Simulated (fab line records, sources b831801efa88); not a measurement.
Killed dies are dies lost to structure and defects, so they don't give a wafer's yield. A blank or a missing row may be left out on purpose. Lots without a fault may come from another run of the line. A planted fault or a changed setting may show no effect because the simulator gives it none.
Which tool did it? | flow sky130 | 10 lots, 30 wafers sampled, at 1 step of a route of 708

WHAT THE GAUGES READ, wafer by wafer
SKY_METAL2_OVL_MEAS_16.
lot  | measured     | on         | METAL2_OVL (nm)
L640 | day 35 10:05 | overlay-01 | -5 -5 -1
L641 | day 36 00:01 | overlay-02 | 4 5 6
L642 | day 37 14:20 | overlay-02 | 12 3 -3
L650 | day 39 01:41 | overlay-01 | -6 1 -4
L651 | day 39 08:31 | overlay-01 | -4 13 4
L652 | day 39 12:23 | overlay-02 | 2 8 -4
L654 | day 40 02:35 | overlay-02 | 3 8 7
L656 | day 40 17:02 | overlay-02 | -3 3 0
L657 | day 41 07:26 | overlay-02 | 7 2 9
L661 | day 42 02:01 | overlay-02 | -4 -6 4

WHICH TOOL RAN EACH LOT (tool, then ch and the chambers of the sampled wafers, then the start)
The record holds no process step before these readings.

WHAT THE TOOLS THEMSELVES READ (means of the sampled wafers that have a number; where no wafer has one, the mark that the record gives instead)
The record holds no such reading with a usual standard deviation.

THE ANSWER, worked out from the rows above alone
Rule: what is usual is taken from the lots themselves. Put in order of their means at a reading, lots are off if they are a third of the lots or fewer, leave a main group of 4 or more, and stand apart from it by a gap of 3 or more times the standard deviation of the main group's means; of several such gaps the widest counts. A main group whose means are all the same, to the digits that the tables above print for the reading, isn't used. A lot without any number at a reading at which 4 lots or more have one is off too. The other lots that the step has rows for count as sound. The gauges are gone through in route order, then the tools' own readings, and for those a lot's mean is taken as printed above. The first step at which some lot is off is used, and at that step the reading that is off furthest; a lot without a number counts as furthest.
No lot is off at any reading shown: from this, nothing can be told.

WHAT THE SIMULATOR HAD PUT IN
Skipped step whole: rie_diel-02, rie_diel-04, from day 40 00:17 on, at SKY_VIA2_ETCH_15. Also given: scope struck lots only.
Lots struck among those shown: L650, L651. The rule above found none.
